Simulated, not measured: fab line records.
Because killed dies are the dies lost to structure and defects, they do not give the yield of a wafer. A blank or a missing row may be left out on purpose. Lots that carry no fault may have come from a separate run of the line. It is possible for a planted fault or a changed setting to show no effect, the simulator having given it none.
fab line records	flow sky130
record: lots: 7	wafers: 21	lastDay: 50
route steps=708 shown LDD_P@263 LDD_HVN@267 LDD_HVP@278 PAD_OPEN@708
lots untouched by any fault: they come from a run of this same line in which no faults occurred
startH: start of the lot's first displayed wafer, in hours after the record's first day	waitH: how many hours have passed since the lot's step before this one	" the same as in the row above	L1.1+2: a row that stands for several wafers	- no value, or no start given	* or withheld: withheld	< > ~ a bound
route shown NAME@n: names a module that has steps shown in the file, with the first one's number in the route	usual: average and standard deviation across the fault-free wafers	same: alike in all rows	chamber/n: place in a boat	sites: the reading at each site	_std_site: the values' standard deviation	_edge_site: mean of outer sites minus mean of inner sites	radiusMm: for every site, how far away it sits from the centre of the wafer	mask NAME#n: copy n	behind: the last tool/chamber to shape the wafer	hold: what put the lot on hold/how long, in hours/how the hold closed	device: names the non-switching transistor (n, p or np)	end of line: the same wafers' tests at the end of the route	a step given without rows: its recipe and nothing more	killed: dies that structure and defects cost at the first sort, which is not the same as the wafer's yield	map: per-die view of a wafer (x killed, . not killed, _ where there is no die)
set.NAME: the setting as run; set.NAME@STEP: as run at that earlier step	model.NAME: the simulator's own value behind a step, which no gauge read
lots seen at some steps along the route; tables by step, rows by wafer
services: the hour from which a tool's chamber was out of use, counted from the record's first day as startH (under 0 if before that day), plus the number of hours and why
== steps ==
step: SKY_LDD_P_OVL_MEAS_08
usual: LDD_P_OVL: -0.7/1.3
lot.wafer	tool	chamber	startH	waitH	LDD_P_OVL[nm]
L263.1	overlay-02	-	427.21	0.1	0.3
L263.4	"	-	"	"	-0.5
L263.5	"	-	"	"	-1.5
L272.2	overlay-01	-	514.57	0.1	0.6
L272.3	"	-	"	"	-2.6
L272.4	"	-	"	"	0.3
L273.1	overlay-01	-	520.32	0.1	0.6
L273.2	"	-	"	"	0.4
L273.4	"	-	"	"	0.5
L275.1	overlay-02	-	540.15	0.1	-0.1
L275.2	"	-	"	"	-2.1
L275.6	"	-	"	"	-3.7
L282.1	overlay-01	-	599.40	0.1	-0.5
L282.2	"	-	"	"	-0.1
L282.4	"	-	"	"	-1.9
L284.1	overlay-01	-	619.31	0.1	-1.4
L284.2	"	-	"	"	0.3
L284.6	"	-	"	"	-0.2
L285.2	overlay-01	-	624.21	0.1	1.5
L285.4	"	-	"	"	1.1
L285.5	"	-	"	"	0.9
step: SKY_LDD_P_IMPLANT_09
recipe: species: BF2	energyKev: 25	doseCm2: 1.007e+13	tiltDeg: withheld
step: SKY_LDD_P_STRIP_10
recipe: chemistry: O2/N2	powerW: 1400	pressureMtorr: 1500	platenTempC: withheld	o2FlowSccm: 3000	n2FlowSccm: 300	overashFraction: 0.5
usual: drypumpMotorCurrentA: 6.1/0.47	n2FlowSccm: 300.0/0.9	oesProductAu: 0.716/0.0047	stripTimeToEndpointS: 14.18/0.043
lot.wafer	tool	chamber	startH	waitH	drypumpMotorCurrentA	n2FlowSccm	oesProductAu	rfHoursCounterH	stripTimeToEndpointS
L263.1	plasmaAsher-01	0	427.40	0.1	6.0	299.6	0.724	56	14.28
L263.4	"	1	"	"	5.6	299.8	0.708	-	14.23
L263.5	"	1	"	"	5.6	301.3	0.714	-	14.22
L272.2	plasmaAsher-01	1	514.75	0.1	5.6	299.9	0.708	63	14.17
L272.3	"	1	"	"	5.6	301.7	0.717	-	14.20
L272.4	"	0	"	"	6.0	299.3	0.718	-	14.16
L273.1	plasmaAsher-03	1	520.54	0.1	6.5	300.9	0.719	9	14.23
L273.2	"	0	"	"	6.4	301.1	0.712	9	14.27
L273.4	"	1	"	"	6.4	299.3	0.727	-	14.28
L275.1	plasmaAsher-04	0	540.34	0.1	5.4	299.6	0.715	86	14.11
L275.2	"	1	"	"	6.7	299.0	0.718	86	14.17
L275.6	"	1	"	"	6.7	299.3	0.716	-	14.16
L282.1	plasmaAsher-03	0	599.59	0.1	6.4	298.6	0.719	18	14.17
L282.2	"	1	"	"	6.4	299.3	0.718	18	14.14
L282.4	"	0	"	"	6.4	299.6	0.715	-	14.18
L284.1	plasmaAsher-04	1	619.50	0.1	6.7	299.1	0.721	95	14.20
L284.2	"	0	"	"	5.3	300.7	0.717	95	14.18
L284.6	"	0	"	"	5.4	301.0	0.718	-	14.23
L285.2	plasmaAsher-03	0	624.39	0.1	6.4	301.8	0.715	20	14.15
L285.4	"	1	"	"	6.4	300.0	0.712	-	14.16
L285.5	"	0	"	"	6.4	301.1	0.717	-	14.15
step: SKY_LDD_P_TW_MEAS_11
usual: LDD_P_TW: 635.8/2.8
lot.wafer	tool	chamber	startH	waitH	LDD_P_TW
L263.1	filmMetro-02	-	427.50	0.1	638.0
L263.4	"	-	"	"	634.4
L263.5	"	-	"	"	634.1
L272.2	filmMetro-03	-	514.86	0.1	634.9
L272.3	"	-	"	"	632.9
L272.4	"	-	"	"	632.7
L273.1	filmMetro-03	-	520.64	0.1	636.5
L273.2	"	-	"	"	639.0
L273.4	"	-	"	"	635.3
L275.1	filmMetro-02	-	540.44	0.1	638.7
L275.2	"	-	"	"	640.0
L275.6	"	-	"	"	638.2
L282.1	filmMetro-03	-	599.69	0.1	636.9
L282.2	"	-	"	"	633.9
L282.4	"	-	"	"	637.1
L284.1	filmMetro-01	-	619.60	0.1	638.7
L284.2	"	-	"	"	638.8
L284.6	"	-	"	"	640.7
L285.2	filmMetro-01	-	624.50	0.1	642.5
L285.4	"	-	"	"	642.7
L285.5	"	-	"	"	638.7
step: SKY_LDD_HVN_DEHYDRATE_00
recipe: tempC: 200	timeS: 60
step: SKY_LDD_HVN_HMDS_01
recipe: primeTimeS: 60	primeTempC: 120
step: SKY_LDD_HVN_COAT_02
recipe: resist: NOVOLAK	spinRpm: 3000	resistThkNm: 300
step: SKY_LDD_HVN_SOFTBAKE_03
recipe: tempC: 90	timeS: 60	resist: NOVOLAK
step: SKY_LDD_HVN_EXPOSE_04
recipe: maskId: HVNTM	na: 0.6	sourceShape: conventional	sigmaOuter: 0.6	polarization: unpolarized	targetCdNm: 700	doseMj: 127
step: SKY_LDD_HVN_PEB_05
recipe: tempC: withheld	timeS: *	resist: NOVOLAK
step: SKY_LDD_HVN_DEVELOP_06
recipe: resist: NOVOLAK	developer: TMAH	developTimeS: 60	devTempC: 23
step: SKY_LDD_HVN_OVL_MEAS_07
usual: LDD_HVN_OVL: 1.1/1.3
lot.wafer	tool	chamber	startH	waitH	LDD_HVN_OVL[nm]
L263.1	overlay-01	-	458.58	0.1	2.2
L263.4	"	-	"	"	1.0
L263.5	"	-	"	"	-1.4
L272.2	overlay-01	-	544.64	0.1	2.8
L272.3	"	-	"	"	0.3
L272.4	"	-	"	"	1.5
L273.1	overlay-02	-	551.33	0.1	1.0
L273.2	"	-	"	"	2.3
L273.4	"	-	"	"	1.2
L275.1	overlay-01	-	570.88	0.1	2.0
L275.2	"	-	"	"	1.3
L275.6	"	-	"	"	0.6
L282.1	overlay-01	-	628.68	0.1	2.3
L282.2	"	-	"	"	1.0
L282.4	"	-	"	"	-0.4
L284.1	overlay-02	-	647.88	0.1	-0.3
L284.2	"	-	"	"	2.5
L284.6	"	-	"	"	1.7
L285.2	overlay-02	-	653.28	0.1	0.7
L285.4	"	-	"	"	1.8
L285.5	"	-	"	"	1.7
step: SKY_LDD_HVN_IMPLANT_08
recipe: species: P	energyKev: 60	doseCm2: 3e+13	tiltDeg: 40
lot.wafer	tool	chamber	startH	waitH
L263.1+4+5	implanter-02	0	458.62	0.0
L263.1+4+5	implanter-02	0	458.93	0.3
L272.2+3+4	implanter-01	0	544.69	0.0
L272.2+3+4	implanter-01	0	545.01	0.3
L273.1+2+4	implanter-02	0	551.37	0.0
L273.1+2+4	implanter-01	0	551.94	0.5
L275.1+2+6	implanter-02	0	570.92	0.0
L282.1+2+4	implanter-02	0	628.72	0.0
L284.1+2+6	implanter-02	0	647.92	0.0
L285.2+4+5	implanter-02	0	653.34	0.0
step: SKY_LDD_HVN_STRIP_09
recipe: chemistry: O2/N2	powerW: 1400	pressureMtorr: 1500	platenTempC: withheld	o2FlowSccm: 3000	n2FlowSccm: 300	overashFraction: 0.5
usual: drypumpMotorCurrentA: 6.0/0.35	n2FlowSccm: 300.1/0.83	oesProductAu: 0.409/0.0043	stripTimeToEndpointS: 4.135/0.014
lot.wafer	tool	chamber	startH	waitH	drypumpMotorCurrentA	n2FlowSccm	oesProductAu	rfHoursCounterH	stripTimeToEndpointS
L263.1	plasmaAsher-03	1	459.08	0.1	6.5	299.4	0.406	3	4.142
L263.4	"	1	"	"	6.4	301.4	0.410	-	4.151
L263.5	"	0	"	"	6.4	301.0	0.414	-	4.136
L272.2	plasmaAsher-02	0	545.13	0.1	5.5	300.5	0.411	43	4.148
L272.3	"	0	"	"	5.5	299.5	0.405	-	4.154
L272.4	"	1	"	"	5.9	300.9	0.409	-	4.158
L273.1	plasmaAsher-01	1	552.09	0.1	5.6	300.4	0.409	67	4.138
L273.2	"	0	"	"	6.0	299.4	0.404	67	4.132
L273.4	"	1	"	"	5.6	299.5	0.403	-	4.125
L275.1	plasmaAsher-02	1	571.07	0.1	6.0	300.7	0.409	46	4.133
L275.2	"	0	"	"	5.5	302.0	0.407	46	4.132
L275.6	"	1	"	"	5.9	300.1	0.406	-	4.120
L282.1	plasmaAsher-01	1	628.87	0.1	5.6	300.0	0.405	75	4.139
L282.2	"	0	"	"	5.9	300.2	0.404	75	4.131
L282.4	"	0	"	"	6.0	300.4	0.402	-	4.132
L284.1	plasmaAsher-03	1	648.07	0.1	6.4	300.2	0.401	23	4.114
L284.2	"	0	"	"	6.4	300.0	0.409	23	4.121
L284.6	"	1	"	"	6.4	300.2	0.409	-	4.120
L285.2	plasmaAsher-03	0	653.46	0.1	6.4	300.5	0.407	23	4.153
L285.4	"	0	"	"	6.4	301.3	0.410	-	4.149
L285.5	"	0	"	"	6.4	300.1	0.406	-	4.138
step: SKY_LDD_HVN_TW_MEAS_10
usual: LDD_HVN_TW: 1432/7.4
lot.wafer	tool	chamber	startH	waitH	LDD_HVN_TW
L263.1	filmMetro-04	-	459.18	0.1	1769
L263.4	"	-	"	"	1768
L263.5	"	-	"	"	1770
L272.2	filmMetro-04	-	545.24	0.1	1791
L272.3	"	-	"	"	1776
L272.4	"	-	"	"	1767
L273.1	filmMetro-01	-	552.29	0.2	1795
L273.2	"	-	"	"	1785
L273.4	"	-	"	"	1785
L275.1	filmMetro-02	-	571.17	0.1	1423
L275.2	"	-	"	"	1433
L275.6	"	-	"	"	1435
L282.1	filmMetro-04	-	628.97	0.1	1429
L282.2	"	-	"	"	1417
L282.4	"	-	"	"	1426
L284.1	filmMetro-02	-	648.17	0.1	1422
L284.2	"	-	"	"	1431
L284.6	"	-	"	"	1431
L285.2	filmMetro-01	-	653.57	0.1	1430
L285.4	"	-	"	"	1437
L285.5	"	-	"	"	1429
step: SKY_LDD_HVP_DEHYDRATE_00
recipe: tempC: 200	timeS: 60
step: SKY_PAD_OPEN_PROBE_99
usual: killed_at_M0_to_M3: 45/6.8	killed_at_M4_up: 3.0/1.7	killedAtContacts: 25/5.7	killedAtFrontEnd: 15/4.6	killedAtOther: 0.3/0.66	killedDies: 88/9.5	killedOpen: 48/7.3	killedShort: 39/6.5
same: grossDies: 492	killedAtBackSide: 0
lot.wafer	tool	chamber	startH	waitH	killed_at_M0_to_M3	killed_at_M4_up	killedAtContacts	killedAtFrontEnd	killedAtOther	killedDies	killedOpen	killedShort	model.etest.tip_n_5v.rsOhmSq	model.etest.nfetG5v0d10v5.rOnOhmUm	model.etest.nfetG5v0d10v5.driveUaUm	model.etest.nfet_05v0_nvt.driveUaUm	model.etest.tip_n_5v.rsOhmSqRange	model.etest.resNdiffHv.rsOhmSq	model.etest.ring_5v.delayPs	model.etest.nfet_05v0_nvt.offLog10AUm
L263.1	prober-01	-	1071.60	0.1	47	5	26	21	0	99	47	51	838.2	1731	649	590.9	21.27	111	43.35	-10.63
L263.4	prober-01	-	1071.75	0.2	40	3	29	26	0	98	52	46	832.6	1728	656	602.4	26	110.9	43.75	-10.54
L263.5	prober-01	-	1071.80	0.2	33	4	22	15	0	74	40	34	836.1	1725	663.7	600.1	31.31	111.3	43.53	-10.57
L272.2	prober-01	-	1128.24	0.1	55	2	30	11	0	98	47	51	852.7	1738	637.9	589	18.97	111.9	44.02	-10.58
L272.3	prober-01	-	1128.29	0.2	45	3	33	6	0	87	49	38	853.7	1760	635.6	585	18.77	111.5	43.96	-10.71
L272.4	prober-01	-	1128.34	0.2	48	8	28	20	0	104	48	54	856	1758	643.4	589	20.73	111.9	43.84	-10.69
L273.1	prober-02	-	1133.27	0.1	48	2	22	12	0	84	48	36	833.1	1687	668.6	610.6	17.13	111.7	43.04	-10.59
L273.2	prober-02	-	1133.32	0.1	37	5	30	12	0	84	45	38	833.6	1659	676.6	613.6	11.09	111.7	42.79	-10.6
L273.4	prober-02	-	1133.42	0.2	38	3	26	15	0	82	43	38	837.1	1692	666.2	610	26.46	111.5	43.13	-10.48
L275.1	prober-02	-	1142.30	0.1	38	6	21	15	0	80	49	31	1368	1896	604.5	573.4	27.73	115.9	45.15	-11.27
L275.2	prober-02	-	1142.35	0.1	43	1	28	15	0	87	55	31	1378	1880	610	572.9	23.42	115.9	45.26	-11
L275.6	prober-02	-	1142.55	0.2	51	2	27	9	0	89	44	44	1371	1888	610.6	572.3	23.52	115.2	44.76	-11.1
L282.1	prober-01	-	1181.65	0.1	39	2	27	19	0	87	56	31	1399	1891	604.2	572.9	31.96	114.2	45.05	-11.29
L282.2	prober-01	-	1181.70	0.1	46	2	22	15	0	85	42	43	1398	1882	599.5	564.3	32.45	112.9	44.49	-11.09
L282.4	prober-01	-	1181.80	0.2	34	3	25	9	1	72	41	30	1402	1873	602.7	573.7	32.14	113.8	44.78	-11.26
L284.1	prober-01	-	1190.90	0.1	47	4	35	16	0	102	59	43	1366	1852	618	586.1	32.3	112.8	44.3	-11.17
L284.2	prober-01	-	1190.95	0.1	53	4	23	13	0	93	60	33	1373	1855	614.2	580.1	53.46	113	44.72	-11.21
L284.6	prober-01	-	1191.15	0.2	58	3	19	20	1	101	58	43	1372	1868	620.3	590	36.17	112	44.26	-11.19
L285.2	prober-01	-	1193.39	0.1	56	5	32	15	0	108	58	50	1395	1904	604.4	573.8	27.15	114.3	44.66	-11.13
L285.4	prober-01	-	1193.49	0.2	49	2	33	12	1	97	46	50	1391	1899	596.4	575.2	21.68	114.7	44.67	-11
L285.5	prober-01	-	1193.54	0.2	40	2	20	12	2	76	43	31	1383	1891	601	574.1	26.7	115.1	44.84	-10.97
killed by level:class
L263.1 VIA1:geometricParticle:open=13 CONTACT:geometricParticle:open=12 FIELD_ISO:geometricParticle:short=9 VIA1:geometricParticle:short=7 METAL2:geometricParticle:short=7 METAL1:geometricParticle:short=6 VIA2:geometricParticle:open=6 FIELD_ISO:geometricParticle:open=4
L263.4 LI_CONTACT:geometricParticle:open=10 VIA2:geometricParticle:open=9 POLY_GATE:geometricParticle:short=7 VIA1:geometricParticle:open=7 CONTACT:geometricParticle:open=7 METAL2:geometricParticle:short=6 FIELD_ISO:geometricParticle:open=5 LI_CONTACT:geometricParticle:short=5
L263.5 CONTACT:geometricParticle:open=9 VIA2:geometricParticle:open=9 FIELD_ISO:geometricParticle:open=5 LOCAL_INTERCONNECT:geometricParticle:short=5 VIA1:geometricParticle:open=5 FIELD_ISO:geometricParticle:short=4 LI_CONTACT:geometricParticle:open=4 VIA1:geometricParticle:short=4
L272.2 VIA1:geometricParticle:open=11 LI_CONTACT:geometricParticle:open=9 CONTACT:geometricParticle:open=9 METAL2:geometricParticle:short=9 VIA2:geometricParticle:open=8 CONTACT:geometricParticle:short=7 VIA1:geometricParticle:short=6 METAL1:geometricParticle:short=6
L272.3 VIA1:geometricParticle:open=11 CONTACT:geometricParticle:open=10 VIA3:geometricParticle:open=10 CONTACT:geometricParticle:short=9 LI_CONTACT:geometricParticle:open=8 LI_CONTACT:geometricParticle:short=5 VIA3:geometricParticle:short=5 METAL3:geometricParticle:short=4
L272.4 VIA1:geometricParticle:open=13 CONTACT:geometricParticle:open=10 METAL2:geometricParticle:short=9 CONTACT:geometricParticle:short=7 VIA1:geometricParticle:short=6 LI_CONTACT:geometricParticle:open=5 FIELD_ISO:geometricParticle:short=4 FIELD_ISO:geometricParticle:open=4
L273.1 VIA1:geometricParticle:open=11 CONTACT:geometricParticle:open=9 VIA3:geometricParticle:open=8 VIA2:geometricParticle:open=7 LI_CONTACT:geometricParticle:open=6 METAL2:geometricParticle:short=6 VIA1:geometricParticle:short=5 METAL3:geometricParticle:short=4
L273.2 CONTACT:geometricParticle:open=10 LI_CONTACT:geometricParticle:open=7 VIA1:geometricParticle:open=7 VIA2:geometricParticle:open=6 LOCAL_INTERCONNECT:geometricParticle:short=5 FIELD_ISO:geometricParticle:short=4 LI_CONTACT:geometricParticle:short=4 METAL1:geometricParticle:short=4
L273.4 CONTACT:geometricParticle:open=12 METAL1:geometricParticle:short=10 VIA3:geometricParticle:open=8 LI_CONTACT:geometricParticle:open=6 VIA1:geometricParticle:short=6 FIELD_ISO:geometricParticle:open=4 POLY_GATE:geometricParticle:short=4 LOCAL_INTERCONNECT:geometricParticle:short=4
L275.1 VIA1:geometricParticle:open=11 CONTACT:geometricParticle:open=8 VIA2:geometricParticle:open=8 VIA3:geometricParticle:open=7 METAL2:geometricParticle:short=6 LI_CONTACT:geometricParticle:open=5 POLY_GATE:geometricParticle:open=4 LOCAL_INTERCONNECT:geometricParticle:short=4
L275.2 VIA1:geometricParticle:open=15 CONTACT:geometricParticle:open=9 FIELD_ISO:geometricParticle:open=6 LI_CONTACT:geometricParticle:open=6 VIA2:geometricParticle:open=6 CONTACT:geometricParticle:short=5 VIA1:geometricParticle:short=4 LI_CONTACT:geometricParticle:short=4
L275.6 VIA1:geometricParticle:open=11 CONTACT:geometricParticle:open=10 VIA1:geometricParticle:short=8 LI_CONTACT:geometricParticle:open=6 VIA3:geometricParticle:open=6 CONTACT:geometricParticle:short=5 LOCAL_INTERCONNECT:geometricParticle:short=5 METAL1:geometricParticle:short=5
L282.1 VIA1:geometricParticle:open=11 LI_CONTACT:geometricParticle:open=10 CONTACT:geometricParticle:open=8 FIELD_ISO:geometricParticle:short=6 VIA3:geometricParticle:open=6 VIA2:geometricParticle:open=6 METAL1:geometricParticle:short=5 CONTACT:geometricParticle:short=5
L282.2 METAL1:geometricParticle:short=10 LI_CONTACT:geometricParticle:open=9 VIA3:geometricParticle:open=7 FIELD_ISO:geometricParticle:short=6 VIA2:geometricParticle:open=6 CONTACT:geometricParticle:short=6 FIELD_ISO:geometricParticle:open=5 VIA1:geometricParticle:short=5
L282.4 LI_CONTACT:geometricParticle:open=8 CONTACT:geometricParticle:open=8 VIA2:geometricParticle:open=7 VIA3:geometricParticle:open=5 VIA1:geometricParticle:open=5 METAL2:geometricParticle:short=5 VIA2:geometricParticle:short=4 FIELD_ISO:geometricParticle:short=3
L284.1 VIA1:geometricParticle:open=16 CONTACT:geometricParticle:open=14 VIA1:geometricParticle:short=7 FIELD_ISO:geometricParticle:open=6 LI_CONTACT:geometricParticle:open=6 CONTACT:geometricParticle:short=6 VIA3:geometricParticle:open=6 LOCAL_INTERCONNECT:geometricParticle:short=5
L284.2 VIA1:geometricParticle:open=18 CONTACT:geometricParticle:open=12 VIA3:geometricParticle:open=8 METAL2:geometricParticle:short=7 METAL1:geometricParticle:short=6 VIA1:geometricParticle:short=6 LI_CONTACT:geometricParticle:open=5 FIELD_ISO:geometricParticle:open=4
L284.6 VIA1:geometricParticle:open=16 VIA1:geometricParticle:short=10 CONTACT:geometricParticle:open=9 VIA3:geometricParticle:open=8 METAL2:geometricParticle:short=6 POLY_GATE:geometricParticle:open=6 VIA2:geometricParticle:open=6 POLY_GATE:geometricParticle:short=5
L285.2 CONTACT:geometricParticle:open=14 VIA1:geometricParticle:open=13 METAL2:geometricParticle:short=8 CONTACT:geometricParticle:short=7 METAL1:geometricParticle:short=7 VIA2:geometricParticle:open=7 LI_CONTACT:geometricParticle:open=6 METAL3:geometricParticle:short=5
L285.4 CONTACT:geometricParticle:open=10 CONTACT:geometricParticle:short=9 VIA1:geometricParticle:open=9 VIA2:geometricParticle:open=9 VIA2:geometricParticle:short=8 LI_CONTACT:geometricParticle:open=7 METAL1:geometricParticle:short=6 METAL2:geometricParticle:short=5
L285.5 VIA1:geometricParticle:open=13 CONTACT:geometricParticle:open=7 METAL2:geometricParticle:short=7 LI_CONTACT:geometricParticle:open=6 VIA2:geometricParticle:open=6 METAL1:geometricParticle:short=5 FIELD_ISO:geometricParticle:short=3 FIELD_ISO:geometricParticle:open=3
== services ==
tool	chamber	startH	hours	kind
plasmaAsher-01	-	415.47	2.5	repair
plasmaAsher-03	-	421.25	9.0	pm
plasmaAsher-03	0	421.25	9.0	ventCycle
plasmaAsher-03	1	421.25	9.0	ventCycle
plasmaAsher-03	0	430.25	-	clean
plasmaAsher-03	1	430.25	-	clean
plasmaAsher-02	-	437.56	1.0	repair
plasmaAsher-01	-	440.53	14.6	pm
plasmaAsher-03	-	443.76	2.1	repair
implanter-01	-	449.56	2.8	pm
implanter-01	-	453.21	3.6	repair
plasmaAsher-04	-	456.77	1.7	repair
plasmaAsher-01	-	458.41	7.9	repair
plasmaAsher-04	-	478.29	0.9	repair
plasmaAsher-03	-	494.54	0.5	repair
implanter-01	-	499.41	2.7	repair
plasmaAsher-02	-	515.58	13.3	repair
implanter-02	-	521.89	2.9	repair
plasmaAsher-04	-	543.83	2.8	pm
implanter-01	-	553.01	3.3	repair
implanter-02	-	556.36	4.4	pm
plasmaAsher-02	-	587.86	15.6	pm
implanter-01	-	618.34	5.1	repair
implanter-01	-	652.65	2.7	repair
== key ==
firstSign: step: SKY_LDD_HVN_IMPLANT_08	reading: visit	direction: added
effect: step: SKY_LDD_HVN_TW_MEAS_10	reading: LDD_HVN_TW	direction: up	sigmas: 47	usual: 1432	struck: 1779
modelEffect: step: SKY_PAD_OPEN_PROBE_99	value: etest.tip_n_5v.rsOhmSq	without: 1378	struck: 841.5
metAt SKY_LDD_HVN_IMPLANT_08
struckWafers L263.1,L263.4,L263.5,L272.2,L272.3,L272.4,L273.1,L273.2,L273.4
testerLeftOut L263,L272,L273
fault: kind: repeatedStepWhole	tool: implanter-01,implanter-02,implanter-03	chamber: -	onsetH: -	steps: SKY_LDD_HVN_IMPLANT_08	times: 1	scope: struckLotsOnly
testerLeftOut: of these lots the tester's yield and bins aren't shown, on N5 and GAA mostly nor the transistor test; their killed dies are dies lost to structure and defects alone, not to doping, threshold or leakage, so they don't give the yield
